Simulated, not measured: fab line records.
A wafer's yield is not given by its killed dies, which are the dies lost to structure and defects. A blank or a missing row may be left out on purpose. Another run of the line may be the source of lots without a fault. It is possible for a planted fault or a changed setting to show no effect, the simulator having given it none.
Which tool did it? :: flow gf180mcu :: 39 wafers from 13 lots sampled at 3 of the route's 602 steps

## WHAT THE GAUGES SHOWED, per wafer
GF_HV_LDD_OVL_MEAS_32. Usual: HV_LDD_02_OVL 0.4 nm, standard deviation 1.3.
lot: L119
measured: day 11 16:57
on: overlay-02
HV_LDD_02_OVL (nm): 2.3 -0.8 2.7
flag: 

lot: L120
measured: day 12 01:10
on: overlay-01
HV_LDD_02_OVL (nm): 0.4 -0.9 0.1
flag: 

lot: L121
measured: day 12 08:22
on: overlay-01
HV_LDD_02_OVL (nm): 0.0 0.0 -0.2
flag: 

lot: L123
measured: day 12 21:31
on: overlay-02
HV_LDD_02_OVL (nm): 1.2 0.8 1.5
flag: 

lot: L124
measured: day 13 12:55
on: overlay-02
HV_LDD_02_OVL (nm): -3.1 -0.3 -1.8
flag: 

lot: L125
measured: day 14 03:45
on: overlay-01
HV_LDD_02_OVL (nm): -1.2 -1.4 -2.8
flag: 

lot: L126
measured: day 14 07:40
on: overlay-01
HV_LDD_02_OVL (nm): -1.2 -0.6 -1.0
flag: 

lot: L127
measured: day 15 01:22
on: overlay-02
HV_LDD_02_OVL (nm): 0.5 0.0 1.3
flag: 

lot: L134
measured: day 16 21:04
on: overlay-01
HV_LDD_02_OVL (nm): 1.7 -0.2 0.0
flag: 

lot: L136
measured: day 17 10:56
on: overlay-02
HV_LDD_02_OVL (nm): 109.6 110.7 110.2
flag: OFF

lot: L135
measured: day 17 11:14
on: overlay-01
HV_LDD_02_OVL (nm): 108.8 110.4 107.8
flag: OFF

lot: L138
measured: day 17 23:08
on: overlay-01
HV_LDD_02_OVL (nm): -1.0 0.5 -1.5
flag: 

lot: L141
measured: day 19 01:22
on: overlay-01
HV_LDD_02_OVL (nm): 1.5 1.6 -0.1
flag: 

## WHICH TOOL RAN EACH LOT (tool, then ch and the chambers of the sampled wafers, then the start)
lot: L119
GF_HV_LDD_STRIP_10: plasma_asher-01 ch 0,1, day 10 03:47
GF_HV_LDD_EXPOSE_28: iline_stepper-01 ch 0, day 11 07:36

lot: L120
GF_HV_LDD_STRIP_10: plasma_asher-01 ch 0, day 10 11:58
GF_HV_LDD_EXPOSE_28: iline_stepper-01 ch 0, day 11 15:46

lot: L121
GF_HV_LDD_STRIP_10: plasma_asher-01 ch 0, day 10 18:53
GF_HV_LDD_EXPOSE_28: iline_stepper-02 ch 0, day 11 22:43

lot: L123
GF_HV_LDD_STRIP_10: plasma_asher-02 ch 0,1, day 11 07:31
GF_HV_LDD_EXPOSE_28: iline_stepper-02 ch 0, day 12 12:14

lot: L124
GF_HV_LDD_STRIP_10: plasma_asher-01 ch 1, day 11 21:38
GF_HV_LDD_EXPOSE_28: iline_stepper-02 ch 0, day 13 03:11

lot: L125
GF_HV_LDD_STRIP_10: plasma_asher-01 ch 0,1, day 12 11:54
GF_HV_LDD_EXPOSE_28: iline_stepper-02 ch 0, day 13 17:09

lot: L126
GF_HV_LDD_STRIP_10: plasma_asher-03 ch 0,1, day 12 16:23
GF_HV_LDD_EXPOSE_28: iline_stepper-02 ch 0, day 13 21:08

lot: L127
GF_HV_LDD_STRIP_10: plasma_asher-02 ch 0,1, day 13 07:18
GF_HV_LDD_EXPOSE_28: iline_stepper-02 ch 0, day 14 14:32

lot: L134
GF_HV_LDD_STRIP_10: plasma_asher-01 ch 0,1, day 15 00:41
GF_HV_LDD_EXPOSE_28: iline_stepper-02 ch 0, day 16 09:59

lot: L136
GF_HV_LDD_STRIP_10: plasma_asher-01 ch 0,1, day 15 14:29
GF_HV_LDD_EXPOSE_28: iline_stepper-02 ch 0, day 16 23:44

lot: L135
GF_HV_LDD_STRIP_10: plasma_asher-02 ch 0,1, day 15 14:33
GF_HV_LDD_EXPOSE_28: iline_stepper-02 ch 0, day 17 00:13

lot: L138
GF_HV_LDD_STRIP_10: plasma_asher-02 ch 1, day 16 02:03
GF_HV_LDD_EXPOSE_28: iline_stepper-01 ch 0, day 17 11:58

lot: L141
GF_HV_LDD_STRIP_10: plasma_asher-03 ch 0,1, day 17 02:39
GF_HV_LDD_EXPOSE_28: iline_stepper-01 ch 0, day 18 13:23
- GF_HV_LDD_STRIP_10: strips in O2/N2.
- GF_HV_LDD_EXPOSE_28: exposes mask Nplus HV AREA, target cd 400 nm.

## AS READ BY THE TOOLS THEMSELVES (means over the sampled wafers that have a number; for cases with no such wafer, the mark the record gives instead)
GF_HV_LDD_STRIP_10. Usual: drypump_motor_current_A 6.2 A, standard deviation 0.47; heater_power_w 342 W, standard deviation 28; oes_product_au 0.716 a.u., standard deviation 0.0044; strip_time_to_endpoint_s 12.64 s, standard deviation 0.037.
lot: L119
tool: plasma_asher-01
drypump_motor_current_A (A): 6.5
heater_power_w (W): 329
oes_product_au (a.u.): 0.724
strip_time_to_endpoint_s (s): 12.59
flag: 

lot: L120
tool: plasma_asher-01
drypump_motor_current_A (A): 6.6
heater_power_w (W): 314
oes_product_au (a.u.): 0.716
strip_time_to_endpoint_s (s): 12.55
flag: 

lot: L121
tool: plasma_asher-01
drypump_motor_current_A (A): 6.6
heater_power_w (W): 312
oes_product_au (a.u.): 0.715
strip_time_to_endpoint_s (s): 12.67
flag: 

lot: L123
tool: plasma_asher-02
drypump_motor_current_A (A): 5.7
heater_power_w (W): 339
oes_product_au (a.u.): 0.720
strip_time_to_endpoint_s (s): 12.63
flag: 

lot: L124
tool: plasma_asher-01
drypump_motor_current_A (A): 6.3
heater_power_w (W): 373
oes_product_au (a.u.): 0.717
strip_time_to_endpoint_s (s): 12.66
flag: 

lot: L125
tool: plasma_asher-01
drypump_motor_current_A (A): 6.4
heater_power_w (W): 350
oes_product_au (a.u.): 0.718
strip_time_to_endpoint_s (s): 12.65
flag: 

lot: L126
tool: plasma_asher-03
drypump_motor_current_A (A): 6.3
heater_power_w (W): 357
oes_product_au (a.u.): 0.713
strip_time_to_endpoint_s (s): 12.66
flag: 

lot: L127
tool: plasma_asher-02
drypump_motor_current_A (A): 6.0
heater_power_w (W): 344
oes_product_au (a.u.): 0.716
strip_time_to_endpoint_s (s): 12.64
flag: 

lot: L134
tool: plasma_asher-01
drypump_motor_current_A (A): 6.4
heater_power_w (W): 354
oes_product_au (a.u.): 0.714
strip_time_to_endpoint_s (s): 12.61
flag: 

lot: L136
tool: plasma_asher-01
drypump_motor_current_A (A): 6.3
heater_power_w (W): 352
oes_product_au (a.u.): 0.721
strip_time_to_endpoint_s (s): 12.68
flag: 

lot: L135
tool: plasma_asher-02
drypump_motor_current_A (A): 6.0
heater_power_w (W): 349
oes_product_au (a.u.): 0.714
strip_time_to_endpoint_s (s): 12.61
flag: 

lot: L138
tool: plasma_asher-02
drypump_motor_current_A (A): 6.3
heater_power_w (W): 341
oes_product_au (a.u.): 0.715
strip_time_to_endpoint_s (s): 12.62
flag: 

lot: L141
tool: plasma_asher-03
drypump_motor_current_A (A): 6.3
heater_power_w (W): 365
oes_product_au (a.u.): 0.714
strip_time_to_endpoint_s (s): 12.66
flag: 

## THE ANSWER, worked out from the rows above alone
Rule: take the mean of a lot's wafers that have a number; if it is more than 3 standard deviations from the usual mean, the lot is off. Also off: a lot with no number at a reading for which 4 or more lots have one. Where the step has rows for the other lots, those lots are counted as sound. After the gauges, taken in route order, come the tools' own readings; for these a lot's mean is taken, as printed above. The first step at which some lot is off is used, and at that step the reading that is off furthest; a lot without a number counts as furthest.
Off: at GF_HV_LDD_OVL_MEAS_32 (HV_LDD_02_OVL), L136, L135.
A tool fits if, at a process step before that reading, it ran every lot that is off, and no sound lot after the first of them. Those tools and the gauges at GF_HV_LDD_OVL_MEAS_32 are tried in the same way. One fits: GF_HV_LDD_EXPOSE_28 on iline_stepper-02. Its last sound lot is L134 (day 16 09:59), its first lot that is off L136 (day 16 23:44): a fault that began between those two fits.

## WHAT THE SIMULATOR HAD INSERTED
Scanner matching overlay: iline_stepper-02, from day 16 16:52 on, at GF_HV_LDD_EXPOSE_28. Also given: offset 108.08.
Struck lots among those shown: L136, L135. The same result came from the rule above.
